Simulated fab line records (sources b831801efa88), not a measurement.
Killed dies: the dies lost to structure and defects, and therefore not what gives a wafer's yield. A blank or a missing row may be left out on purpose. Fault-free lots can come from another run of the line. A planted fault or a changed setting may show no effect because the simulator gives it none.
fab line records | flow sky130
record: lots: 11 wafers: 33 lastDay: 50
route steps=708 shown METAL1@453 METAL2@483 VIA2@510 PAD_OPEN@708
lots with no fault: from the same line, run without faults
startH: hours from the record's opening day to when the first of the lot's shown wafers began | waitH: hours from the lot's prior step to this one | " unchanged from the row above | L1.1+2: a single row standing in for several wafers | - either no value or no given start | * or withheld: withheld | < > ~ a bound
route shown NAME@n: a module of which the file shows steps, and the number in the route of the first | usual: average and standard deviation across the fault-free wafers | same: alike in all rows | chamber/n: place in a boat | sites: each site's reading | _std_site: their standard deviation | _edge_site: inner sites' mean taken away from outer sites' mean | radiusMm: how far each site lies from the wafer's centre | mask NAME#n: copy n | behind: the tool/chamber that last shaped the wafer | hold: reason for holding the lot/hours on hold/outcome of the hold | device: the n, p or np transistor that did not switch | end of line: tests run on the same wafers once the route is complete | for a step that has no rows: nothing shown but its recipe | killed: at the first sort, the dies lost to defects and structure; wafer yield is something else | map: a wafer's dies, x killed, . not, _ none there
set.NAME: the setting the step ran with; set.NAME@STEP: the setting that earlier step ran with | model.NAME: the simulator's own value behind a step, which no gauge read
steps of the route over a sample of lots; a table a step, a row a wafer
services: a tool's chamber out of use, with start hour (startH, from the record's first day; less than 0 if before it), hours out, and reason
== steps ==
step: SKY_METAL1_METAL_ETCH_19
recipe: targetDepthA: 3600 stopOn: SiO2 overEtchFrac: 0.3 timeS: 78 chemistry: Cl2/BCl3 resistSidewallDeg: 88 pressureMtorr: 10 icpW: 900 biasW: 48.5 Cl2_flow_sccm: 60 bcl3FlowSccm: 30
usual: bcl3FlowSccm: 29.99/0.084 biasW: 48.49/0.16 chamberPressureMTorr: 9.999/0.009 drypumpMotorCurrentA: 5.7/0.32 oesProductAu: 0.856/0.0051 rfFwdPowerW: 894/3.3 throttleValvePct: 22.265/0.0086
columns lot.wafer tool chamber startH waitH bcl3FlowSccm biasW chamberPressureMTorr drypumpMotorCurrentA oesProductAu rfFwdPowerW rfHoursCounterH throttleValvePct
L112.2 rieMetal-01 0 783.98 0.0 30.06 48.64 9.998 5.9 0.866 888 11 22.271
L112.3 " 0 " " 30.01 48.58 9.999 6.0 0.862 884 - 22.266
L112.4 " 1 " " 30.04 48.71 10.002 6.3 0.864 896 - 22.268
L117.3 rieMetal-03 1 827.87 0.1 30.01 48.74 9.999 5.4 0.851 893 - 22.281
L117.4 " 1 " " 30.06 48.61 9.988 5.4 0.850 893 - 22.271
L117.6 " 1 " " 30.10 48.51 9.999 5.4 0.861 893 - 22.273
L118.3 rieMetal-03 1 829.08 0.1 29.98 48.28 9.985 5.4 0.863 889 - 22.267
L118.5 " 1 " " 29.99 48.42 9.998 5.4 0.843 892 - 22.261
L118.6 " 1 " " 29.96 48.37 10.007 5.5 0.857 893 - 22.279
L125.2 rieMetal-03 1 886.51 0.0 30.08 48.65 9.992 5.4 0.854 896 12 22.255
L125.3 " 1 " " 30.12 48.36 10.003 5.5 0.857 898 - 22.264
L125.6 " 1 " " 29.99 48.46 9.996 5.5 0.860 895 - 22.277
L126.2 rieMetal-01 0 897.62 0.0 30.06 48.46 10.002 5.9 0.853 893 16 22.264
L126.3 " 0 " " 30.00 48.28 9.996 5.9 0.860 895 - 22.276
L126.5 " 0 " " 29.95 48.40 10.003 6.0 0.856 893 - 22.267
L128.1 rieMetal-04 0 901.68 0.0 30.10 48.35 10.006 5.3 0.859 891 12 22.255
L128.2 " 1 " " 29.89 48.91 10.010 5.6 0.854 893 8 22.257
L128.6 " 0 " " 30.09 48.55 9.997 5.3 0.858 895 - 22.267
L127.1 rieMetal-01 1 902.96 0.0 30.10 48.31 10.001 6.3 0.856 895 11 22.270
L127.2 " 0 " " 30.05 48.31 10.003 5.9 0.857 888 16 22.256
L127.6 " 1 " " 30.10 48.34 10.001 6.3 0.848 894 - 22.272
L129.1 rieMetal-03 0 908.68 0.0 30.02 48.73 9.992 5.5 0.863 895 2 22.266
L129.2 " 1 " " 29.96 48.33 9.997 5.5 0.855 895 13 22.273
L129.4 " 1 " " 30.08 48.70 9.994 5.4 0.859 894 - 22.256
L130.1 rieMetal-04 0 921.77 0.0 30.22 48.73 9.994 5.3 0.860 890 13 22.268
L130.2 " 1 " " 29.98 48.83 9.995 5.7 0.857 895 10 22.270
L130.5 " 1 " " 29.90 48.62 10.001 5.6 0.864 898 - 22.260
L131.3 rieMetal-04 0 930.96 0.1 30.01 48.86 10.010 5.3 0.854 890 - 22.251
L131.5 " 1 " " 29.88 48.44 9.986 5.6 0.854 897 - 22.265
L131.6 " 0 " " 30.04 48.60 10.006 5.3 0.865 892 - 22.264
L132.2 rieMetal-03 1 932.46 0.0 30.11 48.41 9.989 5.5 0.849 896 15 22.280
L132.4 " 0 " " 29.92 48.45 9.992 5.5 0.854 896 - 22.252
L132.5 " 1 " " 30.18 48.44 10.007 5.5 0.857 897 - 22.280
step: SKY_METAL2_SPUTTER_00
recipe: material: Ti targetThkNm: 15 powerW: 3000 timeS: 10 chamberPressurePa: 0.4
usual: chamberPressurePa: 0.4001/0.00075 throttleValvePct: 30.1/0.89
columns lot.wafer tool chamber startH waitH chamberPressurePa throttleValvePct
L112.2 pvdSputter-01 - 811.98 0.1 0.3996 30.3
L112.3 " - " " 0.4003 31.4
L112.4 " - " " 0.4010 30.0
L117.3 pvdSputter-01 - 856.47 0.1 0.3990 29.8
L117.4 " - " " 0.4011 31.2
L117.6 " - " " 0.4003 31.5
L118.3 pvdSputter-03 - 858.14 0.1 0.3993 29.7
L118.5 " - " " 0.4001 30.6
L118.6 " - " " 0.3990 30.1
L125.2 pvdSputter-01 - 914.25 0.2 0.4011 30.4
L125.3 " - " " 0.3991 31.8
L125.6 " - " " 0.3989 29.7
L126.2 pvdSputter-02 - 925.33 0.1 0.3992 28.1
L126.3 " - " " 0.4002 30.3
L126.5 " - " " 0.4000 29.4
L128.1 pvdSputter-03 - 929.85 0.1 0.3998 30.0
L128.2 " - " " 0.4004 29.9
L128.6 " - " " 0.3995 30.3
L127.1 pvdSputter-03 - 931.05 0.2 0.4007 30.4
L127.2 " - " " 0.4007 30.1
L127.6 " - " " 0.3996 30.3
L129.1 pvdSputter-01 - 935.88 0.1 0.3999 30.2
L129.2 " - " " 0.4003 29.8
L129.4 " - " " 0.3999 30.3
L130.1 pvdSputter-02 - 949.44 0.2 0.3994 30.0
L130.2 " - " " 0.3999 29.9
L130.5 " - " " 0.4007 29.5
L131.3 pvdSputter-03 - 957.99 0.2 0.4007 29.7
L131.5 " - " " 0.3996 30.3
L131.6 " - " " 0.3992 29.8
L132.2 pvdSputter-01 - 959.76 0.1 0.4006 31.6
L132.4 " - " " 0.4004 31.0
L132.5 " - " " 0.4005 29.8
step: SKY_METAL2_ETCH_18
recipe: chemistry: N2/H2 target: BARC ionEnergyEv: 200 biasW: 100 pressureMtorr: 30 n2FlowSccm: 100 h2FlowSccm: 200 icpW: 500 stopOn: SiO2 timeS: 45.9 targetDepthA: 600
usual: biasW: 99.97/0.28 chamberPressureMTorr: 30.00/0.042 drypumpMotorCurrentA: 6.0/0.34 oesProductAu: 0.855/0.0041 rfFwdPowerW: 495.5/2.6 throttleValvePct: 13.225/0.0094
columns lot.wafer tool chamber startH waitH biasW chamberPressureMTorr drypumpMotorCurrentA oesProductAu rfFwdPowerW rfHoursCounterH throttleValvePct
L112.2 rieMetal-04 0 839.10 0.0 99.93 30.00 5.4 0.860 495.1 9 13.228
L112.3 " 0 " " 99.97 29.99 5.3 0.847 495.0 - 13.234
L112.4 " 1 " " 99.93 30.01 5.6 0.858 497.9 - 13.238
L117.3 rieMetal-04 0 881.52 0.0 100.12 29.99 5.4 0.853 573.3 - 13.233
L117.4 " 1 " " 99.89 30.02 5.6 0.854 497.5 - 13.244
L117.6 " 1 " " 100.02 30.02 5.6 0.854 498.9 - 13.214
L118.3 rieMetal-04 1 883.84 0.0 99.69 30.02 5.6 0.852 499.1 - 13.216
L118.5 " 0 " " 100.06 30.05 5.3 0.859 574.9 - 13.223
L118.6 " 1 " " 99.64 30.04 5.6 0.856 500.0 - 13.226
L125.2 rieMetal-01 1 939.45 0.0 99.63 30.01 6.3 0.852 499.6 14 13.226
L125.3 " 0 " " 100.17 30.03 6.0 0.857 493.5 - 13.221
L125.6 " 0 " " 99.95 30.01 6.0 0.861 492.5 - 13.233
L126.2 rieMetal-01 1 950.25 0.0 99.83 30.00 6.3 0.854 497.8 14 13.213
L126.3 " 0 " " 100.05 29.93 6.0 0.852 492.5 - 13.242
L126.5 " 1 " " 100.21 30.01 6.3 0.862 498.2 - 13.235
L128.1 rieMetal-02 1 955.06 0.0 99.95 29.93 6.1 0.853 496.4 10 13.214
L128.2 " 0 " " 99.56 30.00 6.2 0.857 495.9 9 13.223
L128.6 " 0 " " 99.66 30.02 6.2 0.850 497.4 - 13.238
L127.1 rieMetal-01 0 955.20 0.0 99.68 29.99 6.0 0.845 489.7 1 13.227
L127.2 " 1 " " 99.72 29.99 6.3 0.855 498.1 14 13.246
L127.6 " 1 " " 99.51 30.05 6.3 0.858 497.7 - 13.228
L129.1 rieMetal-04 0 960.06 0.0 99.98 29.97 5.3 0.850 492.8 15 13.238
L129.2 " 1 " " 99.66 29.99 5.6 0.850 501.0 11 13.229
L129.4 " 0 " " 99.91 29.98 5.3 0.853 494.4 - 13.227
L130.1 rieMetal-04 1 973.55 0.0 100.14 30.04 5.6 0.855 496.7 12 13.222
L130.2 " 0 " " 99.85 29.99 5.4 0.857 491.9 15 13.229
L130.5 " 1 " " 99.83 30.00 5.7 0.856 496.1 - 13.212
L131.3 rieMetal-01 1 981.17 0.0 99.95 29.98 6.3 0.854 496.7 - 13.221
L131.5 " 0 " " 99.95 30.09 5.9 0.860 488.3 - 13.219
L131.6 " 1 " " 99.84 30.04 6.4 0.854 494.3 - 13.217
L132.2 rieMetal-02 1 983.46 0.0 99.79 29.98 6.1 0.861 497.4 12 13.214
L132.4 " 0 " " 99.61 30.02 6.2 0.858 495.5 - 13.236
L132.5 " 0 " " 99.44 29.96 6.2 0.854 495.6 - 13.222
step: SKY_VIA2_BOW_MEAS_03
recipe: mode: bow
usual: VIA2_BOW: 85/7.7
columns lot.wafer tool chamber startH waitH VIA2_BOW[um]
L112.2 filmMetro-01 - 840.79 0.1 78
L112.3 " - " " 79
L112.4 " - " " 84
L117.3 filmMetro-04 - 882.81 0.2 101
L117.4 " - " " 98
L117.6 " - " " 84
L118.3 filmMetro-01 - 885.13 0.3 87
L118.5 " - " " 89
L118.6 " - " " 98
L125.2 filmMetro-04 - 940.71 0.2 88
L125.3 " - " " 90
L125.6 " - " " 81
L126.2 filmMetro-01 - 951.50 0.1 87
L126.3 " - " " 75
L126.5 " - " " 86
L128.1 filmMetro-01 - 956.30 0.2 76
L128.2 " - " " 78
L128.6 " - " " 67
L127.1 filmMetro-04 - 956.50 0.2 96
L127.2 " - " " 102
L127.6 " - " " 83
L129.1 filmMetro-01 - 961.37 0.1 74
L129.2 " - " " 82
L129.4 " - " " 90
L130.1 filmMetro-03 - 974.80 0.2 79
L130.2 " - " " 91
L130.5 " - " " 81
L131.3 filmMetro-03 - 982.53 0.3 88
L131.5 " - " " 86
L131.6 " - " " 90
L132.2 filmMetro-01 - 985.02 0.3 78
L132.4 " - " " 90
L132.5 " - " " 86
step: SKY_PAD_OPEN_PROBE_99
usual: defectLimitedYield: 82.4/2.1 killed_at_M0_to_M3: 44/7.3 killed_at_M4_up: 3.0/1.9 killedAtContacts: 24/5 killedAtFrontEnd: 16/4.5 killedAtOther: 0.3/0.46 killedDies: 87/10 killedOpen: 47/8.3 killedShort: 39/6.4 sort_bin_3_pad_short: 0.8/0.43 sort_bin_5_function: 10.5/1.6 sort_bin_6_memory: 6.3/1.1 sortNPass: 405/10 sortYieldPct: 82.4/2.1
same: grossDies: 492 killedAtBackSide: 0 sort_bin_4_leakage[%]: 0 sort_bin_8_speed[%]: 0
columns lot.wafer tool chamber startH waitH defectLimitedYield[%] killed_at_M0_to_M3 killed_at_M4_up killedAtContacts killedAtFrontEnd killedAtOther killedDies killedOpen killedShort sort_bin_3_pad_short[%] sort_bin_5_function[%] sort_bin_6_memory[%] sortNPass sortYieldPct[%]
L117.3 prober-01 - 1122.85 0.2 82.5 47 1 22 16 0 86 42 44 1.2 9.3 6.9 406 82.5
L117.4 prober-01 - 1122.90 0.2 80.1 48 5 28 17 0 98 52 46 0.8 13.4 5.7 394 80.1
L117.6 prober-01 - 1123.00 0.2 79.9 54 1 28 16 0 99 53 46 0.6 13.4 6.1 393 79.9
L118.3 prober-02 - 1125.03 0.2 86.4 30 3 22 12 0 67 37 30 0.4 7.7 5.5 425 86.4
L118.5 prober-02 - 1125.13 0.2 85.2 27 2 25 18 1 73 50 23 0.4 8.1 6.3 419 85.2
L118.6 prober-02 - 1125.18 0.2 88.8 35 0 14 6 0 55 33 22 0 6.9 4.3 437 88.8
killed by level:class
L117.3 CONTACT:geometricParticle:open=10 VIA1:geometricParticle:open=9 METAL1:geometricParticle:short=9 METAL2:geometricParticle:short=8 CONTACT:geometricParticle:short=7 VIA2:geometricParticle:open=6 METAL3:geometricParticle:short=6 FIELD_ISO:geometricParticle:open=5
L117.4 LI_CONTACT:geometricParticle:open=11 CONTACT:geometricParticle:open=9 VIA1:geometricParticle:open=9 VIA1:geometricParticle:short=8 METAL2:geometricParticle:short=8 VIA2:geometricParticle:open=7 METAL1:geometricParticle:short=7 POLY_GATE:geometricParticle:open=5
L117.6 VIA1:geometricParticle:open=16 METAL2:geometricParticle:short=11 CONTACT:geometricParticle:open=11 METAL1:geometricParticle:short=8 LOCAL_INTERCONNECT:geometricParticle:short=6 CONTACT:geometricParticle:short=6 VIA3:geometricParticle:open=6 FIELD_ISO:geometricParticle:open=5
L118.3 LI_CONTACT:geometricParticle:open=7 CONTACT:geometricParticle:open=6 LI_CONTACT:geometricParticle:short=6 POLY_GATE:geometricParticle:open=5 VIA1:geometricParticle:short=4 METAL1:geometricParticle:short=4 METAL3:geometricParticle:short=4 VIA3:geometricParticle:open=4
L118.5 LI_CONTACT:geometricParticle:open=11 VIA1:geometricParticle:open=8 CONTACT:geometricParticle:open=6 FIELD_ISO:geometricParticle:open=5 POLY_GATE:geometricParticle:open=5 LOCAL_INTERCONNECT:geometricParticle:short=4 VIA2:geometricParticle:open=4 VIA3:geometricParticle:open=4
L118.6 VIA1:geometricParticle:open=7 VIA3:geometricParticle:open=6 CONTACT:geometricParticle:open=6 METAL2:geometricParticle:short=6 VIA2:geometricParticle:open=5 LI_CONTACT:geometricParticle:open=3 VIA2:geometricParticle:short=3 POLY_GATE:geometricParticle:open=2
== services ==
columns tool chamber startH hours kind
pvdSputter-02 - 766.11 1.9 repair
rieMetal-02 - 782.37 0.8 repair
pvdSputter-03 - 797.96 2.7 repair
rieMetal-03 0 826.98 - clean
rieMetal-03 0 826.98 20.1 scheduledDown
rieMetal-03 0 826.98 20.1 ventCycle
pvdSputter-02 - 837.47 10.3 repair
pvdSputter-02 - 880.16 4.3 repair
rieMetal-03 - 887.81 0.2 repair
pvdSputter-02 - 892.28 0.5 repair
rieMetal-01 - 905.46 13.4 repair
rieMetal-01 0 918.84 - clean
rieMetal-01 0 918.84 18.9 scheduledDown
rieMetal-01 0 918.84 18.9 ventCycle
pvdSputter-02 - 919.71 5.0 repair
pvdSputter-02 - 938.01 8.6 repair
rieMetal-04 0 963.45 5.2 repair
== key ==
firstSign: step: SKY_METAL2_ETCH_18 reading: rfFwdPowerW direction: up sigmas: 30 usual: 495.5 struck: 574.1
effect none on later readings
metAt SKY_METAL2_ETCH_18
struckLots L117,L118
struckWafers L117.3,L118.5
notActingAt SKY_METAL1_METAL_ETCH_19,SKY_METAL2_SPUTTER_00,SKY_VIA2_BOW_MEAS_03
onsetBetween 839.10 881.52
fault: kind: processParameterDrift tool: rieMetal-04 chamber: 0 onsetH: 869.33 steps: SKY_METAL2_ETCH_18 channel: icpW offset: 80 shape: step endH: 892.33 actsIn: theseRecipesOnly stated: 500
